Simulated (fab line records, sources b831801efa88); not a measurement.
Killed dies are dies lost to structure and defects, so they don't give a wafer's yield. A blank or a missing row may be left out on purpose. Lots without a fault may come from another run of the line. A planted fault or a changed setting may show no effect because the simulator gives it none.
fab line records | flow sky130
record lots=13 wafers=39 last_day=50
route steps=708 shown POLY_GATE@236 VIA2@528 VIA3@573 PAD_OPEN@708
lots that met no fault: from a run of the same line without faults
start_h: hours from the record's first day to the start of the lot's first wafer shown | wait_h: hours since the lot's step before | " the same as in the row above | L1.1+2: a row that stands for several wafers | - no value, or no start given | * or withheld: withheld | < > ~ a bound
route shown NAME@n: a module of which the file shows steps, and the number in the route of the first | usual: mean/standard deviation of fault-free wafers | same: alike in all rows | chamber/n: place in a boat | sites: the reading at each site | _std_site: their standard deviation | _edge_site: outer sites' mean less inner sites' | radius_mm: how far each site lies from the wafer's centre | mask NAME#n: copy n | behind: the tool/chamber that last shaped the wafer | hold: why the lot was held/for how many hours/how that ended | device: the transistor (n, p or np) that didn't switch | end of line: the same wafers' tests at the end of the route | a step without rows: its recipe alone | killed: dies lost to structure and defects at the first sort, not the wafer's yield | map: a wafer's dies, x killed, . not, _ none there
set.NAME: the setting as run; set.NAME@STEP: as run at that earlier step | model.NAME: the simulator's own value behind a step, which no gauge read
steps of the route over a sample of lots; a table a step, a row a wafer
services: from which hour (start_h, from the record's first day; less than 0 if before it) a tool's chamber was out of use, for how many hours, and why
## steps
# step SKY_POLY_GATE_CD_MEAS_22
# usual cd_nm=150.0/2.4
# columns lot.wafer tool chamber start_h wait_h cd_nm
L663.2 cd_sem-02 - 387.97 0.1 147.9
L663.3 " - " " 148.3
L663.6 " - " " 150.7
L664.3 cd_sem-01 - 395.91 0.1 151.8
L664.5 " - " " 153.3
L664.6 " - " " 152.5
L666.2 cd_sem-02 - 405.19 0.1 150.0
L666.5 " - " " 151.2
L666.6 " - " " 152.8
L667.4 cd_sem-02 - 420.30 0.1 148.6
L667.5 " - " " 150.4
L667.6 " - " " 148.7
L669.2 cd_sem-02 - 436.30 0.1 146.1
L669.5 " - " " 144.8
L669.6 " - " " 149.5
L670.2 cd_sem-01 - 438.72 0.1 149.0
L670.3 " - " " 146.8
L670.4 " - " " 146.8
L671.1 cd_sem-02 - 443.75 0.1 150.3
L671.4 " - " " 152.8
L671.5 " - " " 152.1
L672.4 cd_sem-01 - 449.79 0.1 148.8
L672.5 " - " " 148.4
L672.6 " - " " 148.9
L678.1 cd_sem-02 - 503.46 0.1 152.0
L678.2 " - " " 149.3
L678.6 " - " " 150.8
L682.4 cd_sem-02 - 540.77 0.1 150.2
L682.5 " - " " 146.2
L682.6 " - " " 146.1
L683.3 cd_sem-02 - 545.41 0.1 154.0
L683.4 " - " " 153.9
L683.6 " - " " 152.5
L684.2 cd_sem-02 - 552.35 0.1 148.3
L684.4 " - " " 150.9
L684.6 " - " " 151.4
L685.1 cd_sem-02 - 555.08 0.1 145.6
L685.2 " - " " 150.1
L685.4 " - " " 151.8
# step SKY_VIA2_CVD_21
# recipe material=W target_thk_nm=420 time_s=126.4 temp_c=400 pressure_torr=40
# usual heater_power_outer_w=478/36 heater_power_w=782/82
# columns lot.wafer tool chamber start_h wait_h heater_power_outer_w heater_power_w since_wet_clean_h
L663.2 cvd_w-02 0 863.91 0.0 467 787 460
L663.3 " 1 " " 514 868 -
L663.6 " 0 " " 474 822 -
L664.3 cvd_w-02 0 875.73 0.1 463 803 -
L664.5 " 0 " " 473 794 -
L664.6 " 1 " " 533 875 -
L666.2 cvd_w-01 1 882.11 0.0 479 787 978
L666.5 " 0 " " 479 715 -
L666.6 " 1 " " 485 766 -
L667.4 cvd_w-01 1 890.77 0.1 477 812 -
L667.5 " 1 " " 477 776 -
L667.6 " 0 " " 478 712 -
L669.2 cvd_w-02 1 906.95 0.0 522 870 503
L669.5 " 0 " " 470 824 -
L669.6 " 1 " " 530 889 -
L670.2 cvd_w-02 1 913.02 0.0 521 894 509
L670.3 " 0 " " 468 806 -
L670.4 " 1 " " 529 883 -
L671.1 cvd_w-02 0 913.76 0.0 472 811 510
L671.4 " 0 " " 475 801 -
L671.5 " 1 " " 525 881 -
L672.4 cvd_w-02 0 916.73 0.1 470 790 -
L672.5 " 1 " " 523 872 -
L672.6 " 0 " " 468 785 -
L678.1 cvd_w-01 0 962.18 0.0 413 640 44
L678.2 " 0 " " 429 638 -
L678.6 " 0 " " 421 650 -
L682.4 cvd_w-02 1 988.99 0.1 524 872 -
L682.5 " 1 " " 520 901 -
L682.6 " 0 " " 476 825 -
L683.3 cvd_w-01 1 992.77 0.1 471 761 -
L683.4 " 0 " " 427 635 -
L683.6 " 0 " " 434 647 -
L684.2 cvd_w-01 1 996.57 0.0 470 768 79
L684.4 " 1 " " 467 772 -
L684.6 " 1 " " 466 788 -
L685.1 cvd_w-02 1 1000.46 0.0 526 877 596
L685.2 " 0 " " 480 815 596
L685.4 " 0 " " 481 803 -
# step SKY_VIA2_RS_MEAS_22
# recipe thk_meas_gauge=four-point-probe reads=W_of_VIA2_CVD_21+TiN_of_VIA2_SPUTTER_20
# usual VIA2_W_RS=0.275/0.0031
# columns lot.wafer tool chamber start_h wait_h VIA2_W_RS[ohm/sq]
L663.2 film_metro-04 - 864.06 0.1 0.271
L663.3 " - " " 0.276
L663.6 " - " " 0.272
L664.3 film_metro-01 - 875.86 0.1 0.270
L664.5 " - " " 0.273
L664.6 " - " " 0.272
L666.2 film_metro-02 - 882.26 0.1 0.275
L666.5 " - " " 0.278
L666.6 " - " " 0.276
L667.4 film_metro-04 - 890.92 0.1 0.274
L667.5 " - " " 0.280
L667.6 " - " " 0.276
L669.2 film_metro-02 - 907.10 0.1 0.279
L669.5 " - " " 0.274
L669.6 " - " " 0.278
L670.2 film_metro-04 - 913.18 0.1 0.280
L670.3 " - " " 0.276
L670.4 " - " " 0.280
L671.1 film_metro-01 - 913.89 0.1 0.273
L671.4 " - " " 0.273
L671.5 " - " " 0.281
L672.4 film_metro-01 - 916.88 0.1 0.271
L672.5 " - " " 0.276
L672.6 " - " " 0.275
L678.1 film_metro-04 - 962.44 0.2 0.269
L678.2 " - " " 0.272
L678.6 " - " " 0.272
L682.4 film_metro-04 - 989.13 0.1 0.277
L682.5 " - " " 0.278
L682.6 " - " " 0.273
L683.3 film_metro-01 - 992.90 0.1 0.274
L683.4 " - " " 0.275
L683.6 " - " " 0.275
L684.2 film_metro-01 - 996.73 0.1 0.276
L684.4 " - " " 0.269
L684.6 " - " " 0.275
L685.1 film_metro-04 - 1000.59 0.1 0.276
L685.2 " - " " 0.271
L685.4 " - " " 0.271
# step SKY_VIA3_HDPCVD_00
# recipe material=SiO2 target_thk_nm=1635 sigma_open_frac=0.3 time_s=272.5 temp_c=400 sih4_flow_sccm=60 pressure_mtorr=6
# usual run_length_s=300.5/0.56
# columns lot.wafer tool chamber start_h wait_h run_length_s
L663.2 hdpcvd-01 0 917.50 0.0 301.3
L663.3 " 1 " " 300.1
L663.6 " 1 " " 299.5
L664.3 hdpcvd-02 1 928.91 0.0 300.9
L664.5 " 1 " " 301.2
L664.6 " 2 " " 300.9
L666.2 hdpcvd-01 1 933.71 0.0 299.7
L666.5 " 0 " " 300.7
L666.6 " 1 " " 299.6
L667.4 hdpcvd-02 0 944.39 0.1 300.2
L667.5 " 2 " " 301.0
L667.6 " 1 " " 300.6
L669.2 hdpcvd-02 1 958.81 0.0 300.5
L669.5 " 2 " " 301.2
L669.6 " 1 " " 301.0
L670.2 hdpcvd-02 2 965.11 0.1 301.0
L670.3 " 0 " " 300.3
L670.4 " 1 " " 300.7
L671.1 hdpcvd-01 1 966.59 0.0 299.5
L671.4 " 0 " " 300.8
L671.5 " 1 " " 299.5
L672.4 hdpcvd-01 2 967.72 0.1 299.8
L672.5 " 0 " " 300.6
L672.6 " 1 " " 299.6
L678.1 hdpcvd-02 0 1011.81 0.0 212.2
L678.2 " 2 " " 301.0
L678.6 " 2 " " 213.4
L682.4 hdpcvd-01 0 1038.15 0.1 300.9
L682.5 " 2 " " 300.0
L682.6 " 1 " " 300.1
L683.3 hdpcvd-01 0 1041.95 0.0 301.2
L683.4 " 0 " " 301.1
L683.6 " 1 " " 300.1
L684.2 hdpcvd-01 1 1045.11 0.0 300.7
L684.4 " 0 " " 300.6
L684.6 " 1 " " 299.6
L685.1 hdpcvd-01 1 1048.10 0.0 300.1
L685.2 " 2 " " 300.0
L685.4 " 0 " " 300.6
# step SKY_VIA3_THK_MEAS_01
# recipe reads=SiO2_of_VIA3_HDPCVD_00
# usual VIA3_HDPCVD_THK=1638/20
# columns lot.wafer tool chamber start_h wait_h VIA3_HDPCVD_THK[nm]
L663.2 film_metro-02 - 917.68 0.1 1656
L663.3 " - " " 1661
L663.6 " - " " 1634
L664.3 film_metro-02 - 929.10 0.1 1655
L664.5 " - " " 1648
L664.6 " - " " 1677
L666.2 film_metro-03 - 933.89 0.1 1630
L666.5 " - " " 1633
L666.6 " - " " 1617
L667.4 film_metro-01 - 944.50 0.0 1648
L667.5 " - " " 1669
L667.6 " - " " 1648
L669.2 film_metro-03 - 958.99 0.1 1636
L669.5 " - " " 1652
L669.6 " - " " 1646
L670.2 film_metro-01 - 965.29 0.1 1647
L670.3 " - " " 1663
L670.4 " - " " 1652
L671.1 film_metro-01 - 966.76 0.1 1639
L671.4 " - " " 1640
L671.5 " - " " 1612
L672.4 film_metro-03 - 967.83 0.0 1647
L672.5 " - " " 1644
L672.6 " - " " 1618
L678.1 film_metro-03 - 1012.06 0.2 1111
L678.2 " - " " 1652
L678.6 " - " " 1110
L682.4 film_metro-02 - 1038.26 0.0 1616
L682.5 " - " " 1631
L682.6 " - " " 1627
L683.3 film_metro-01 - 1042.16 0.1 1614
L683.4 " - " " 1613
L683.6 " - " " 1626
L684.2 film_metro-01 - 1045.29 0.1 1621
L684.4 " - " " 1588
L684.6 " - " " 1620
L685.1 film_metro-01 - 1048.27 0.1 1635
L685.2 " - " " 1629
L685.4 " - " " 1625
# step SKY_PAD_OPEN_PROBE_99
# usual defect_limited_yield=82.5/1.9 killed_at_M0_to_M3=43/6.8 killed_at_M4_up=3.0/1.6 killed_at_contacts=25/6 killed_at_front_end=15/4.4 killed_at_other=0.3/0.52 killed_dies=86/9.6 killed_open=47/6.7 killed_short=39/6.8
# same gross_dies=492 killed_at_back_side=0
# columns lot.wafer tool chamber start_h wait_h defect_limited_yield[%] killed_at_M0_to_M3 killed_at_M4_up killed_at_contacts killed_at_front_end killed_at_other killed_dies killed_open killed_short
L663.2 prober-02 - 1088.33 0.1 85.4 38 0 20 14 0 72 46 26
L663.3 prober-02 - 1088.38 0.2 79.1 51 2 32 18 0 103 50 53
L663.6 prober-02 - 1088.53 0.2 82.7 36 4 32 13 0 85 45 40
L664.3 prober-01 - 1096.75 0.2 82.9 37 2 31 13 1 84 44 39
L664.5 prober-01 - 1096.85 0.2 82.9 42 4 27 11 0 84 48 36
L664.6 prober-01 - 1096.90 0.2 81.9 44 5 23 17 0 89 46 41
L666.2 prober-01 - 1102.18 0.1 84.6 42 3 16 15 0 76 41 35
L666.5 prober-01 - 1102.33 0.2 86.0 41 1 10 17 0 69 30 39
L666.6 prober-01 - 1102.38 0.2 79.1 44 3 39 17 0 103 54 49
L667.4 prober-02 - 1109.15 0.2 78.0 53 2 30 23 0 108 47 61
L667.5 prober-02 - 1109.20 0.2 81.9 37 1 32 18 1 89 42 47
L667.6 prober-02 - 1109.25 0.2 79.7 51 2 20 27 0 100 53 47
L669.2 prober-01 - 1121.11 0.1 81.5 43 6 24 17 1 91 46 45
L669.5 prober-01 - 1121.26 0.2 84.8 45 4 14 12 0 75 37 38
L669.6 prober-01 - 1121.31 0.2 81.3 60 0 23 9 0 92 38 54
L670.2 prober-01 - 1127.79 0.1 86.4 39 2 17 9 0 67 42 25
L670.3 prober-01 - 1127.84 0.2 82.3 43 4 26 14 0 87 55 32
L670.4 prober-01 - 1127.89 0.2 83.7 29 2 31 18 0 80 39 40
L671.1 prober-02 - 1128.31 0.1 84.1 36 7 27 8 0 78 48 30
L671.4 prober-02 - 1128.46 0.2 82.7 49 4 21 11 0 85 36 48
L671.5 prober-02 - 1128.51 0.2 80.9 58 2 21 13 0 94 54 40
L672.4 prober-01 - 1130.14 0.2 82.5 49 3 21 13 0 86 39 47
L672.5 prober-01 - 1130.19 0.2 82.7 43 3 23 16 0 85 42 43
L672.6 prober-01 - 1130.24 0.2 84.6 37 4 24 11 0 76 47 29
L678.1 prober-01 - 1165.20 0.1 84.6 38 3 21 13 1 76 40 36
L678.2 prober-01 - 1165.25 0.1 80.3 58 2 18 19 0 97 53 44
L678.6 prober-01 - 1165.45 0.2 82.3 45 4 23 14 1 87 46 40
L682.4 prober-01 - 1185.28 0.2 82.7 45 3 18 18 1 85 42 43
L682.5 prober-01 - 1185.33 0.2 85.2 33 6 16 18 0 73 42 30
L682.6 prober-01 - 1185.38 0.2 84.6 39 2 19 15 1 76 50 26
L683.3 prober-02 - 1186.48 0.2 86.0 43 4 14 8 0 69 45 24
L683.4 prober-02 - 1186.53 0.2 83.7 32 5 22 20 1 80 43 37
L683.6 prober-02 - 1186.63 0.2 84.6 31 4 16 25 0 76 41 35
L684.2 prober-01 - 1190.43 0.1 79.5 43 2 31 25 0 101 56 44
L684.4 prober-01 - 1190.53 0.2 83.3 42 6 21 12 1 82 40 40
L684.6 prober-01 - 1190.63 0.2 83.5 39 4 24 14 0 81 50 30
L685.1 prober-02 - 1192.58 0.1 80.9 47 1 28 17 1 94 45 49
L685.2 prober-02 - 1192.63 0.1 82.9 36 5 24 19 0 84 49 33
L685.4 prober-02 - 1192.73 0.2 76.8 62 2 29 21 0 114 62 52
# killed by level:class
L663.2 VIA1:geometric_particle:open=9 VIA3:geometric_particle:open=7 CONTACT:geometric_particle:open=6 FIELD_ISO:geometric_particle:open=5 POLY_GATE:geometric_particle:open=5 LI_CONTACT:geometric_particle:open=5 VIA2:geometric_particle:short=5 METAL1:geometric_particle:short=4
L663.3 LI_CONTACT:geometric_particle:open=10 CONTACT:geometric_particle:open=10 CONTACT:geometric_particle:short=9 METAL1:geometric_particle:short=9 METAL2:geometric_particle:short=9 VIA3:geometric_particle:open=9 FIELD_ISO:geometric_particle:short=8 VIA1:geometric_particle:open=6
L663.6 CONTACT:geometric_particle:open=8 VIA1:geometric_particle:open=8 LI_CONTACT:geometric_particle:open=7 LOCAL_INTERCONNECT:geometric_particle:short=6 CONTACT:geometric_particle:short=6 FIELD_ISO:geometric_particle:short=4 LI_CONTACT:geometric_particle:short=4 METAL1:geometric_particle:short=4
L664.3 CONTACT:geometric_particle:open=10 VIA1:geometric_particle:open=9 LI_CONTACT:geometric_particle:open=7 LOCAL_INTERCONNECT:geometric_particle:short=6 VIA3:geometric_particle:open=5 POLY_GATE:geometric_particle:short=4 VIA1:geometric_particle:short=4 METAL1:geometric_particle:short=4
L664.5 CONTACT:geometric_particle:open=11 VIA1:geometric_particle:open=8 LI_CONTACT:geometric_particle:open=7 METAL2:geometric_particle:short=6 VIA3:geometric_particle:open=6 VIA3:geometric_particle:short=5 VIA1:geometric_particle:short=5 VIA2:geometric_particle:open=5
L664.6 CONTACT:geometric_particle:open=10 METAL2:geometric_particle:short=9 VIA1:geometric_particle:open=8 VIA3:geometric_particle:open=7 VIA1:geometric_particle:short=6 VIA2:geometric_particle:open=6 FIELD_ISO:geometric_particle:open=5 LI_CONTACT:geometric_particle:open=4
L666.2 VIA1:geometric_particle:open=10 LI_CONTACT:geometric_particle:open=7 VIA3:geometric_particle:open=6 FIELD_ISO:geometric_particle:short=5 VIA2:geometric_particle:open=5 METAL2:geometric_particle:short=5 CONTACT:geometric_particle:open=4 METAL3:geometric_particle:short=4
L666.5 METAL1:geometric_particle:short=8 FIELD_ISO:geometric_particle:short=7 VIA3:geometric_particle:short=7 FIELD_ISO:geometric_particle:open=6 VIA3:geometric_particle:open=6 VIA1:geometric_particle:open=5 CONTACT:geometric_particle:open=4 VIA1:geometric_particle:short=4
L666.6 CONTACT:geometric_particle:open=14 LI_CONTACT:geometric_particle:open=9 VIA2:geometric_particle:open=8 LOCAL_INTERCONNECT:geometric_particle:short=7 VIA1:geometric_particle:open=7 CONTACT:geometric_particle:short=6 VIA3:geometric_particle:open=6 METAL1:geometric_particle:short=6
L667.4 VIA1:geometric_particle:open=13 LOCAL_INTERCONNECT:geometric_particle:short=9 METAL1:geometric_particle:short=8 CONTACT:geometric_particle:open=7 VIA3:geometric_particle:open=7 CONTACT:geometric_particle:short=6 FIELD_ISO:geometric_particle:short=6 POLY_GATE:geometric_particle:short=5
L667.5 CONTACT:geometric_particle:open=11 VIA3:geometric_particle:open=9 POLY_GATE:geometric_particle:short=8 METAL2:geometric_particle:short=8 CONTACT:geometric_particle:short=7 LI_CONTACT:geometric_particle:open=6 VIA1:geometric_particle:open=5 POLY_CUT:geometric_particle:short=4
L667.6 VIA1:geometric_particle:open=14 VIA2:geometric_particle:open=9 POLY_GATE:geometric_particle:open=8 METAL1:geometric_particle:short=8 CONTACT:geometric_particle:open=7 POLY_GATE:geometric_particle:short=6 LOCAL_INTERCONNECT:geometric_particle:short=6 VIA3:geometric_particle:open=5
L669.2 VIA3:geometric_particle:open=10 VIA1:geometric_particle:short=8 CONTACT:geometric_particle:open=8 FIELD_ISO:geometric_particle:short=7 METAL2:geometric_particle:short=6 VIA2:geometric_particle:open=6 CONTACT:geometric_particle:short=5 LOCAL_INTERCONNECT:geometric_particle:open=5
L669.5 VIA1:geometric_particle:open=9 VIA1:geometric_particle:short=8 VIA2:geometric_particle:open=5 METAL2:geometric_particle:short=5 POLY_GATE:geometric_particle:open=4 LI_CONTACT:geometric_particle:short=4 LI_CONTACT:geometric_particle:open=4 METAL3:geometric_particle:short=4
L669.6 VIA1:geometric_particle:open=11 CONTACT:geometric_particle:short=10 METAL1:geometric_particle:short=8 METAL2:geometric_particle:short=8 VIA3:geometric_particle:short=8 VIA1:geometric_particle:short=7 CONTACT:geometric_particle:open=6 VIA3:geometric_particle:open=6
L670.2 VIA1:geometric_particle:open=9 VIA3:geometric_particle:open=8 LI_CONTACT:geometric_particle:open=7 VIA2:geometric_particle:open=7 CONTACT:geometric_particle:short=5 METAL1:geometric_particle:short=5 CONTACT:geometric_particle:open=4 METAL2:geometric_particle:short=3
L670.3 VIA2:geometric_particle:open=12 CONTACT:geometric_particle:open=10 VIA1:geometric_particle:open=10 METAL2:geometric_particle:short=9 LI_CONTACT:geometric_particle:open=7 FIELD_ISO:geometric_particle:open=6 LI_CONTACT:geometric_particle:short=4 METAL1:geometric_particle:short=4
L670.4 CONTACT:geometric_particle:open=12 POLY_GATE:geometric_particle:short=6 LI_CONTACT:geometric_particle:open=6 METAL1:geometric_particle:short=6 LOCAL_INTERCONNECT:geometric_particle:short=5 CONTACT:geometric_particle:short=5 VIA3:geometric_particle:open=5 POLY_GATE:geometric_particle:open=4
L671.1 LI_CONTACT:geometric_particle:open=9 CONTACT:geometric_particle:open=9 VIA1:geometric_particle:open=8 METAL4:geometric_particle:short=6 POLY_GATE:geometric_particle:open=5 LOCAL_INTERCONNECT:geometric_particle:short=5 VIA3:geometric_particle:open=5 METAL2:geometric_particle:open=4
L671.4 VIA1:geometric_particle:open=9 VIA3:geometric_particle:open=7 VIA2:geometric_particle:short=7 LOCAL_INTERCONNECT:geometric_particle:short=7 VIA1:geometric_particle:short=6 CONTACT:geometric_particle:open=6 FIELD_ISO:geometric_particle:short=5 VIA2:geometric_particle:open=5
L671.5 VIA1:geometric_particle:open=14 VIA1:geometric_particle:short=11 METAL2:geometric_particle:short=9 LI_CONTACT:geometric_particle:open=8 VIA3:geometric_particle:open=8 CONTACT:geometric_particle:open=7 VIA2:geometric_particle:open=7 POLY_GATE:geometric_particle:open=5
L672.4 METAL2:geometric_particle:short=10 VIA1:geometric_particle:open=9 CONTACT:geometric_particle:open=8 CONTACT:geometric_particle:short=5 METAL1:geometric_particle:short=5 FIELD_ISO:geometric_particle:short=4 POLY_GATE:geometric_particle:short=4 LI_CONTACT:geometric_particle:open=4
L672.5 VIA1:geometric_particle:open=11 POLY_GATE:geometric_particle:open=7 CONTACT:geometric_particle:open=7 CONTACT:geometric_particle:short=6 METAL1:geometric_particle:short=6 VIA1:geometric_particle:short=5 METAL2:geometric_particle:short=5 LI_CONTACT:geometric_particle:short=4
L672.6 LI_CONTACT:geometric_particle:open=10 VIA1:geometric_particle:open=9 VIA3:geometric_particle:open=8 POLY_GATE:geometric_particle:open=5 LI_CONTACT:geometric_particle:short=5 CONTACT:geometric_particle:open=5 METAL3:geometric_particle:short=5 METAL4:geometric_particle:short=4
L678.1 CONTACT:geometric_particle:open=9 LI_CONTACT:geometric_particle:open=7 METAL2:geometric_particle:short=7 FIELD_ISO:geometric_particle:open=6 VIA1:geometric_particle:open=6 METAL1:geometric_particle:short=5 VIA1:geometric_particle:short=4 VIA3:geometric_particle:short=4
L678.2 VIA1:geometric_particle:open=11 VIA3:geometric_particle:open=10 METAL2:geometric_particle:short=9 LI_CONTACT:geometric_particle:open=8 VIA2:geometric_particle:open=8 POLY_GATE:geometric_particle:open=5 POLY_GATE:geometric_particle:short=5 VIA2:geometric_particle:short=5
L678.6 VIA1:geometric_particle:open=10 CONTACT:geometric_particle:open=8 FIELD_ISO:geometric_particle:open=7 CONTACT:geometric_particle:short=7 VIA2:geometric_particle:open=7 METAL1:geometric_particle:short=6 LI_CONTACT:geometric_particle:open=4 VIA1:geometric_particle:short=4
L682.4 VIA1:geometric_particle:open=9 CONTACT:geometric_particle:open=7 METAL2:geometric_particle:short=7 POLY_GATE:geometric_particle:open=5 METAL1:geometric_particle:short=5 VIA2:geometric_particle:open=5 VIA3:geometric_particle:open=4 FIELD_ISO:geometric_particle:short=3
L682.5 VIA1:geometric_particle:open=12 CONTACT:geometric_particle:open=7 LI_CONTACT:geometric_particle:open=6 POLY_GATE:geometric_particle:short=5 POLY_GATE:geometric_particle:open=5 VIA1:geometric_particle:short=5 METAL4:geometric_particle:short=5 SPACER:geometric_particle:open=4
L682.6 VIA2:geometric_particle:open=10 VIA1:geometric_particle:open=10 VIA3:geometric_particle:open=7 POLY_GATE:geometric_particle:open=5 LI_CONTACT:geometric_particle:short=5 CONTACT:geometric_particle:open=5 FIELD_ISO:geometric_particle:open=4 LI_CONTACT:geometric_particle:open=4
L683.3 VIA1:geometric_particle:open=12 VIA2:geometric_particle:open=10 CONTACT:geometric_particle:open=5 VIA3:geometric_particle:open=5 FIELD_ISO:geometric_particle:open=4 VIA1:geometric_particle:short=4 CONTACT:geometric_particle:short=4 METAL1:geometric_particle:short=4
L683.4 CONTACT:geometric_particle:open=10 VIA1:geometric_particle:short=8 VIA2:geometric_particle:open=7 FIELD_ISO:geometric_particle:short=6 FIELD_ISO:geometric_particle:open=6 VIA1:geometric_particle:open=6 LI_CONTACT:geometric_particle:open=5 POLY_GATE:geometric_particle:short=4
L683.6 FIELD_ISO:geometric_particle:open=8 METAL2:geometric_particle:short=7 CONTACT:geometric_particle:open=6 VIA1:geometric_particle:open=6 FIELD_ISO:geometric_particle:short=5 POLY_GATE:geometric_particle:open=4 POLY_GATE:geometric_particle:short=4 VIA2:geometric_particle:open=4
L684.2 METAL1:geometric_particle:short=9 LI_CONTACT:geometric_particle:open=8 CONTACT:geometric_particle:open=8 VIA3:geometric_particle:open=8 FIELD_ISO:geometric_particle:open=7 VIA1:geometric_particle:open=7 VIA2:geometric_particle:open=7 LI_CONTACT:geometric_particle:short=6
L684.4 CONTACT:geometric_particle:open=9 VIA1:geometric_particle:open=8 CONTACT:geometric_particle:short=6 VIA1:geometric_particle:short=6 VIA3:geometric_particle:open=6 VIA3:geometric_particle:short=6 METAL4:geometric_particle:short=5 METAL1:geometric_particle:short=5
L684.6 VIA1:geometric_particle:open=11 VIA2:geometric_particle:open=9 CONTACT:geometric_particle:open=8 LI_CONTACT:geometric_particle:open=7 FIELD_ISO:geometric_particle:open=4 METAL2:geometric_particle:short=4 FIELD_ISO:geometric_particle:short=3 POLY_GATE:geometric_particle:open=3
L685.1 CONTACT:geometric_particle:open=10 LI_CONTACT:geometric_particle:open=8 VIA1:geometric_particle:short=8 METAL2:geometric_particle:short=8 VIA2:geometric_particle:open=6 METAL1:geometric_particle:short=6 FIELD_ISO:geometric_particle:open=5 VIA1:geometric_particle:open=5
L685.2 VIA1:geometric_particle:open=11 METAL1:geometric_particle:short=10 LI_CONTACT:geometric_particle:open=10 CONTACT:geometric_particle:open=8 FIELD_ISO:geometric_particle:open=5 VIA3:geometric_particle:short=4 POLY_GATE:geometric_particle:open=3 POLY_GATE:geometric_particle:short=3
L685.4 VIA1:geometric_particle:open=17 CONTACT:geometric_particle:open=15 FIELD_ISO:geometric_particle:short=8 VIA3:geometric_particle:open=8 METAL2:geometric_particle:short=7 VIA2:geometric_particle:open=7 VIA1:geometric_particle:short=6 LI_CONTACT:geometric_particle:open=6
## services
# columns tool chamber start_h hours kind
cvd_w-02 0 855.61 1.2 repair
cvd_w-01 - 904.00 14.0 pm
cvd_w-01 0 904.00 14.0 vent_cycle
cvd_w-01 1 904.00 14.0 vent_cycle
hdpcvd-02 - 906.37 14.6 pm
cvd_w-01 0 918.00 - clean
cvd_w-01 1 918.00 - clean
hdpcvd-01 - 950.25 15.0 pm
hdpcvd-01 0 950.25 15.0 vent_cycle
hdpcvd-01 1 950.25 15.0 vent_cycle
hdpcvd-01 2 950.25 15.0 vent_cycle
cvd_w-01 1 955.20 10.8 repair
cvd_w-02 - 962.91 0.6 repair
hdpcvd-01 0 965.25 - clean
hdpcvd-01 1 965.25 - clean
hdpcvd-01 2 965.25 - clean
hdpcvd-02 0 969.72 3.0 repair
hdpcvd-02 2 989.88 12.0 repair
hdpcvd-02 1 1007.57 10.5 repair
hdpcvd-02 0 1019.44 2.4 repair
cvd_w-01 1 1038.13 1.4 repair
## key
first_sign step=SKY_VIA3_HDPCVD_00 reading=run_length_s direction=down sigmas=99+ usual=* struck=*
effect step=SKY_VIA3_THK_MEAS_01 reading=VIA3_HDPCVD_THK direction=down sigmas=27 usual=1638 struck=1110
met_at SKY_VIA3_HDPCVD_00
struck_lots L678
struck_wafers L678.1,L678.6
not_acting_at SKY_POLY_GATE_CD_MEAS_22,SKY_VIA2_CVD_21,SKY_VIA2_RS_MEAS_22
onset_between 965.11 1011.81
fault kind=process_parameter_drift tool=hdpcvd-02 chamber=- onset_h=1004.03 steps=SKY_VIA3_HDPCVD_00 channel=time_s offset=* shape=step end_h=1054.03 scope=struck_wafers_only acts_in=* stated=*
